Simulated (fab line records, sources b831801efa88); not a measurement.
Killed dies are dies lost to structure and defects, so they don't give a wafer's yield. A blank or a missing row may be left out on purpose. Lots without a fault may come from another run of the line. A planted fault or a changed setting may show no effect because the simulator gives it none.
Chamber matching | flow gf180mcu | GF_V2_CVD_02 on pecvd-02: 3 sister chambers
The step deposits SiO2 from TEOS, target thk 850 nm, time 94.851 s. 22 wafers are shown with their chamber, then 11 later ones without.

WAFERS WITH THEIR CHAMBER
wafer  | chamber | heater_power_w (W)
L077.1 | 2       | 682
L077.2 | 1       | 572
L077.3 | 0       | 635
L077.4 | 2       | 716
L077.5 | 1       | 458
L077.6 | 0       | 693
L079.1 | 2       | 611
L079.2 | 1       | 462
L079.3 | 0       | 716
L079.4 | 1       | 522
L079.5 | 2       | 653
L079.6 | 0       | 737
L081.1 | 2       | 643
L081.2 | 1       | 523
L081.4 | 0       | 731
L083.1 | 2       | 619
L083.5 | 2       | 676
L083.6 | 1       | 538
L084.2 | 1       | 532
L084.4 | 0       | 588
L084.6 | 2       | 724
L087.2 | 0       | 753

SIGNATURES (means of the wafers above)
reading        | chamber 0 | chamber 1 | chamber 2 | scatter within a chamber
heater_power_w | 693.29    | 515.29    | 665.50    | 48.3
Rule: a wafer's distance from a chamber is the root of the sum, over the readings, of the square of ((its reading less the chamber's mean) divided by the reading's scatter). The wafer belongs to the nearest chamber; if the next one is less than 2 further off, it can't be placed. The scatter: the root of (the sum of the squares of (reading less its chamber's mean) over the shown wafers, divided by (wafers less chambers)).

WAFERS WITHOUT THEIR CHAMBER
wafer  | heater_power_w (W)
L087.4 | 601
L087.5 | 455
L089.1 | 693
L089.4 | 729
L089.6 | 741
L093.1 | 683
L093.5 | 729
L093.6 | 592
L095.1 | 603
L095.3 | 733
L095.6 | 655

WHICH CHAMBER EACH WENT THROUGH
wafer  | from the rows above          | in truth
L087.4 | can't be placed: 2 or 1 or 0 | 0
L087.5 | 1                            | 1
L089.1 | can't be placed: 0 or 2      | 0
L089.4 | can't be placed: 0 or 2      | 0
L089.6 | can't be placed: 0 or 2      | 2
L093.1 | can't be placed: 0 or 2      | 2
L093.5 | can't be placed: 0 or 2      | 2
L093.6 | can't be placed: 2 or 1 or 0 | 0
L095.1 | can't be placed: 2 or 1 or 0 | 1
L095.3 | can't be placed: 0 or 2      | 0
L095.6 | can't be placed: 2 or 0      | 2
Placed correctly: 1 of 11. Can't be placed from these rows: 10 (the true chamber is among the candidates in 10). Placed wrongly: 0.
